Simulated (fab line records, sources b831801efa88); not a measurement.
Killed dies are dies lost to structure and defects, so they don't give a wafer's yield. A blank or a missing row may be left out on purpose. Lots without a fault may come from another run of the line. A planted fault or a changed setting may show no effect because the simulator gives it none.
Tool commonality check | flow gf180mcu | 11 lots, 33 wafers sampled

WHY IT WAS OPENED
At GF_HV_LDD_THK_MEAS_57 the reading HV_LDD_CVD_56_THK is flagged on 1 of 11 lots. Wafers without a fault read 89.8 nm, standard deviation 0.99.
Rule: a lot is flagged when every wafer of it that has a number lies more than 4 standard deviations from that mean, or none has a number. The other lots count as sound.

lot  | measured     | on            | HV_LDD_CVD_56_THK (nm), wafer by wafer | flag
L978 | day 12 12:43 | film_metro-02 | 90.8 89.9 90.8                         |
L981 | day 13 08:08 | film_metro-01 | 89.0 89.1 89.2                         |
L982 | day 13 20:35 | film_metro-03 | 90.3 91.3 91.0                         |
L984 | day 14 11:42 | film_metro-03 | 89.4 89.1 89.1                         |
L989 | day 16 07:25 | film_metro-01 | 112.0 111.8 112.1                      | FLAGGED
L994 | day 17 22:17 | film_metro-02 | 89.6 90.4 90.7                         |
L996 | day 18 11:53 | film_metro-01 | 90.9 90.6 90.2                         |
L997 | day 18 19:20 | film_metro-02 | 89.2 88.8 89.2                         |
L998 | day 19 06:44 | film_metro-02 | 88.4 89.8 89.8                         |
L100 | day 19 20:07 | film_metro-03 | 90.7 90.0 89.7                         |
L101 | day 20 02:02 | film_metro-01 | 88.8 88.4 88.4                         |
The numbers of the flagged lots are 112.0 nm on average: +22.2 nm against the usual, or +22 standard deviations.

WHICH TOOL RAN EACH LOT
The record holds 2 process steps before the reading, out of a route of 602 steps. In each cell: the tool, then ch and the chambers that the sampled wafers went through, then the start.
lot  | flag    | GF_POLY_GATE_ETCH_13             | GF_HV_LDD_CVD_56
L978 |         | rie_si-02 ch 1,3, day 9 04:56    | lpcvd-02 ch 0, day 12 11:17
L981 |         | rie_si-02 ch 0,2, day 9 22:44    | lpcvd-02 ch 1, day 13 06:43
L982 |         | rie_si-02 ch 2,3, day 10 11:38   | lpcvd-02 ch 1, day 13 19:08
L984 |         | rie_si-02 ch 0,2,3, day 10 23:35 | lpcvd-01 ch 0, day 14 10:16
L989 | FLAGGED | rie_si-01 ch 1,3, day 12 15:26   | lpcvd-01 ch 1, day 16 05:58
L994 |         | rie_si-02 ch 0,1,2, day 13 22:38 | lpcvd-02 ch 0, day 17 20:51
L996 |         | rie_si-02 ch 1,2,3, day 14 11:39 | lpcvd-02 ch 1, day 18 10:28
L997 |         | rie_si-01 ch 0,1,2, day 14 19:20 | lpcvd-01 ch 1, day 18 17:55
L998 |         | rie_si-02 ch 1,2,3, day 15 06:06 | lpcvd-01 ch 0, day 19 05:17
L100 |         | rie_si-02 ch 0,2,3, day 15 16:50 | lpcvd-02 ch 1, day 19 18:40
L101 |         | rie_si-02 ch 0,3, day 15 21:35   | lpcvd-01 ch 1, day 20 00:35
What these steps do:
- GF_POLY_GATE_ETCH_13: etches poly-Si in HBr/Cl2, stops on SiO2, target depth 198.5 nm, time 69.6 s.
- GF_HV_LDD_CVD_56: deposits Si3N4 from DCS/NH3, target thk 90 nm, time 1543 s.
- GF_HV_LDD_THK_MEAS_57

FLAGGED OVER TOTAL, TOOL BY TOOL (the gauges that took the reading come last)
step                  | tool          | lots run | flagged | share of the flagged lots | sound lots run after its first flagged lot
GF_POLY_GATE_ETCH_13  | rie_si-01     | 2        | 1       | all                       | 1 (L997)
GF_POLY_GATE_ETCH_13  | rie_si-02     | 9        | 0       | none                      | -
GF_HV_LDD_CVD_56      | lpcvd-01      | 5        | 1       | all                       | 3 (L997,L998,L101)
GF_HV_LDD_CVD_56      | lpcvd-02      | 6        | 0       | none                      | -
GF_HV_LDD_THK_MEAS_57 | film_metro-01 | 4        | 1       | all                       | 2 (L996,L101)
GF_HV_LDD_THK_MEAS_57 | film_metro-02 | 4        | 0       | none                      | -
GF_HV_LDD_THK_MEAS_57 | film_metro-03 | 3        | 0       | none                      | -

WHAT THE TABLE ALLOWS
3 rows of the table ran every flagged lot: rie_si-01 at GF_POLY_GATE_ETCH_13, lpcvd-01 at GF_HV_LDD_CVD_56, film_metro-01 at GF_HV_LDD_THK_MEAS_57.
- rie_si-01 at GF_POLY_GATE_ETCH_13: 1 of its 2 lots flagged. Sound lots ran on it after the first flagged one (L997), which a lasting fault on the whole tool wouldn't allow.
- lpcvd-01 at GF_HV_LDD_CVD_56: 1 of its 5 lots flagged. Sound lots ran on it after the first flagged one (L997, L998, L101), which a lasting fault on the whole tool wouldn't allow. Its own readings lie more than 4 standard deviations out on every wafer of the flagged lots: spike_tc_bottom_C, spike_tc_centre_C, spike_tc_lower_C, spike_tc_top_C, spike_tc_upper_C.
- film_metro-01 at GF_HV_LDD_THK_MEAS_57: 1 of its 4 lots flagged. Sound lots ran on it after the first flagged one (L996, L101), which a lasting fault on the whole tool wouldn't allow.
No row of the table ran every flagged lot and no sound lot after the first.

WHAT THE SIMULATOR HAD PUT IN
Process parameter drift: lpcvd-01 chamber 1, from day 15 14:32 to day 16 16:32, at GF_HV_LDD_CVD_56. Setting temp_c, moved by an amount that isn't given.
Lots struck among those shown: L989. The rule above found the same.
